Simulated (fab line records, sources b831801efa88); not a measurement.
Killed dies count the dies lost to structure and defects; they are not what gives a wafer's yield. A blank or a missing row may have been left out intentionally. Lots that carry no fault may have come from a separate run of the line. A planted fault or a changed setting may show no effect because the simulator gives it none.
Which tool did it? / flow sky130 / Sampling: 6 lots, 18 wafers, 4 of 708 route steps

## WHAT EACH GAUGE READ, for each wafer
SKY_RES_PROTECT_TW_MEAS_08.
lot=L664; measured=day 16 16:27; on=film metro-03; POLY_GATE_TW=4045 4035 4046
lot=L669; measured=day 18 03:32; on=film metro-02; POLY_GATE_TW=3988 3994 3987
lot=L671; measured=day 19 06:35; on=film metro-02; POLY_GATE_TW=4022 4051 4020
lot=L675; measured=day 20 07:55; on=film metro-02; POLY_GATE_TW=4153 4206 4169
lot=L679; measured=day 21 17:50; on=film metro-02; POLY_GATE_TW=4160 4141 4156
lot=L683; measured=day 23 03:32; on=film metro-04; POLY_GATE_TW=3995 3992 3999

## WHAT TOOL EACH LOT RAN ON (gives the tool, then ch and the chambers of the sampled wafers, and finally the start)
lot=L664; SKY_VT_ADJUST_PCH_STRIP_09=plasma asher-02 ch 0,1, day 11 18:38; SKY_POLY_GATE_IMPLANT_02=implanter-02 ch 0, day 16 16:13; SKY_RES_PROTECT_STRIP_07=plasma asher-04 ch 0, day 16 16:20
lot=L669; SKY_VT_ADJUST_PCH_STRIP_09=plasma asher-03 ch 0,1, day 13 02:49; SKY_POLY_GATE_IMPLANT_02=implanter-01 ch 0, day 18 03:17; SKY_RES_PROTECT_STRIP_07=plasma asher-02 ch 0,1, day 18 03:26
lot=L671; SKY_VT_ADJUST_PCH_STRIP_09=plasma asher-03 ch 0,1, day 13 21:11; SKY_POLY_GATE_IMPLANT_02=implanter-01 ch 0, day 19 06:20; SKY_RES_PROTECT_STRIP_07=plasma asher-01 ch 0,1, day 19 06:29
lot=L675; SKY_VT_ADJUST_PCH_STRIP_09=plasma asher-04 ch 0,1, day 14 22:20; SKY_POLY_GATE_IMPLANT_02=implanter-03 ch 0, day 20 07:22; SKY_RES_PROTECT_STRIP_07=plasma asher-01 ch 0,1, day 20 07:49
lot=L679; SKY_VT_ADJUST_PCH_STRIP_09=plasma asher-02 ch 1, day 16 02:02; SKY_POLY_GATE_IMPLANT_02=implanter-03 ch 0, day 21 17:17; SKY_RES_PROTECT_STRIP_07=plasma asher-04 ch 0,1, day 21 17:43
lot=L683; SKY_VT_ADJUST_PCH_STRIP_09=plasma asher-03 ch 0,1, day 17 16:20; SKY_POLY_GATE_IMPLANT_02=implanter-01 ch 0, day 23 03:17; SKY_RES_PROTECT_STRIP_07=plasma asher-01 ch 1, day 23 03:26
- SKY_VT_ADJUST_PCH_STRIP_09: strips in O2/N2.
- SKY_POLY_GATE_IMPLANT_02
- SKY_RES_PROTECT_STRIP_07: strips in O2/N2.

## THE ANSWER, worked out from the rows above alone
Rule: the usual values come from the lots themselves. Put in order of their means at a reading, lots are off if they are a third of the lots or fewer, leave a main group of 4 or more, and stand apart from it by a gap of 3 or more times the standard deviation of the main group's means; of several such gaps the widest counts. If all means in a main group match to the digits the tables above print for the reading, that group is not used. A lot without any number at a reading at which 4 lots or more have one is off too. The other lots that the step has rows for count as sound.
Off: L675, L679, at SKY_RES_PROTECT_TW_MEAS_08 (POLY_GATE_TW). For the main group the mean is 4014 and the standard deviation 22.
If a tool, at a process step before that reading, ran all the lots that are off and no sound lot after the first of them, it fits. Gauges at SKY_RES_PROTECT_TW_MEAS_08: tried the same way as those tools. Undecided on this evidence; 2 tools fit (implanter-03 at SKY_POLY_GATE_IMPLANT_02, film metro-02 at SKY_RES_PROTECT_TW_MEAS_08).

## WHAT THE SIMULATOR HAD PUT IN
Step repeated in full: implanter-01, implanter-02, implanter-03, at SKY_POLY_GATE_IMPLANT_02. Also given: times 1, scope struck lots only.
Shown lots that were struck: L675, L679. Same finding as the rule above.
